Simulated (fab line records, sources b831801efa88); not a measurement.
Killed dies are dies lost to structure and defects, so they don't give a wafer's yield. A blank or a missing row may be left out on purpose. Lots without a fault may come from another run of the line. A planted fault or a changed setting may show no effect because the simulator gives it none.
A struck lot beside a sound one | flow sky130 | 15 steps out of a route of 708
Sound: wafers L333.1, L333.2, L333.6. Struck: wafers L334.3, L334.4, L334.6. The cause comes at the end.
At each step with rows: each side's tool, then ch and its chambers, then its first start. Under that, the readings that differ: sound wafers | struck wafers | difference of the means | sigmas: that difference in standard deviations of wafers without a fault.
alike: readings whose means differ by less than 2 such deviations, and words and numbers that are the same on both sides. not compared: withheld readings, readings that some wafer has no value for, bounds like >300 that may hide the same value, and numbers for which the record gives no deviation and whose values overlap.
The two part at a step that has a row with sigmas, a row that says differs or no value, or rows on one side only. Numbers that don't overlap but have no deviation are shown without sigmas and don't part them. A reading that every wafer of one side lacks parts them only if that side has two wafers or more.

SKY_VIA2_OVL_MEAS_13:
  sound on overlay-02, day 36 19:13; struck on overlay-01, day 37 04:11
  alike: VIA2_OVL
SKY_VIA2_ETCH_14: etches BARC in N2/H2, stops on SiO2, time 45.9 s, target depth 60 nm.
  sound on rie_diel-01 ch 1,3, day 36 19:15; struck on rie_diel-02 ch 1,2,3, day 37 04:13
  alike: drypump_motor_current_A, oes_product_au, throttle_valve_pct
  not compared: rf_hours_counter_h
then, 5 steps without rows for these wafers: SKY_VIA2_ETCH_15 (etches SiO2 in C4F8/O2/Ar, stops on TiN, target depth 546 nm, time 84 s); SKY_VIA2_STRIP_16 (strips in O2/N2); SKY_VIA2_STRIP_17 (strips in post etch residue remover, time 1200 s); SKY_VIA2_CLEAN_18 (cleans in IPA, time 180 s); SKY_VIA2_CLEAN_19 (cleans in O3/DIW).
SKY_VIA2_SPUTTER_20: material TiN, target thk 20 nm, time 80 s.
  sound on pvd_sputter-02, day 36 19:57; struck on pvd_sputter-04, day 37 04:55
  alike: chamber_pressure_pa, throttle_valve_pct
SKY_VIA2_CVD_21: deposits W, target thk 420 nm, time 126.4 s.
  sound on cvd_w-02 ch 0,1, day 36 20:01; struck on cvd_w-02 ch 0,1, day 37 05:02
  alike: heater_power_w
SKY_VIA2_RS_MEAS_22: measures by four-point-probe.
  sound on film_metro-01, day 36 20:14; struck on film_metro-03, day 37 05:09
  alike: VIA2_W_RS
SKY_VIA2_THK_MEAS_23: measures by xrf.
  sound on film_metro-01, day 36 20:21; struck on film_metro-03, day 37 05:15
  alike: VIA2_W_THK
SKY_VIA2_CMP_24: polishes, stops on SiO2, t overpolish 20 s, target thk 0 nm.
  sound on cmp-01 ch 0,2,3, day 36 20:28; struck on cmp-01 ch 1,3, day 37 05:17
  alike: edge_zone_pressure_frac, head_pressure_psi, motor_current_A, overpolish_run_s, time_to_endpoint_s
SKY_METAL3_SPUTTER_00: material Ti, target thk 15 nm, time 10 s.
  sound on pvd_sputter-04, day 36 20:43; struck on pvd_sputter-04, day 37 05:35
  reading                  | sound                | struck               | difference | sigmas
  chamber_pressure_pa (Pa) | 0.3999 0.4018 0.4006 | 0.3868 0.3873 0.3859 | -0.0141    | -15
  alike: throttle_valve_pct
SKY_METAL3_SPUTTER_01: material TiN, target thk 20 nm, time 16.7 s.
  sound on pvd_sputter-04, day 36 20:44; struck on pvd_sputter-04, day 37 05:37
  alike: chamber_pressure_pa, throttle_valve_pct
-- the record jumps here: 9 days lie between the struck wafers' starts before and after (it left off in module METAL3 and takes up again in module PAD_OPEN, whose first step shown is number 708 of the route) --
SKY_PAD_OPEN_PROBE_99:
  sound on prober-02, day 46 03:55; struck on prober-01, day 46 10:59
  alike: defect_limited_yield, killed_at_M0_to_M3, killed_at_M4_up, killed_at_contacts, killed_at_front_end, killed_at_other, killed_dies, killed_open, killed_short, sort_bin_3_pad_short, sort_bin_5_function, sort_bin_6_memory, sort_n_pass, sort_yield_pct

WHERE THEY PART
Only at SKY_METAL3_SPUTTER_00, within this record. Later steps at which nothing parts them and some readings are alike: SKY_METAL3_SPUTTER_01, SKY_PAD_OPEN_PROBE_99.

WHY: what the simulator had put in
Process parameter drift: pvd_sputter-04, from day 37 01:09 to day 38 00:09, at SKY_METAL3_SPUTTER_00. Setting chamber_pressure_pa, moved by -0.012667, from 0.4. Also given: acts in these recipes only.
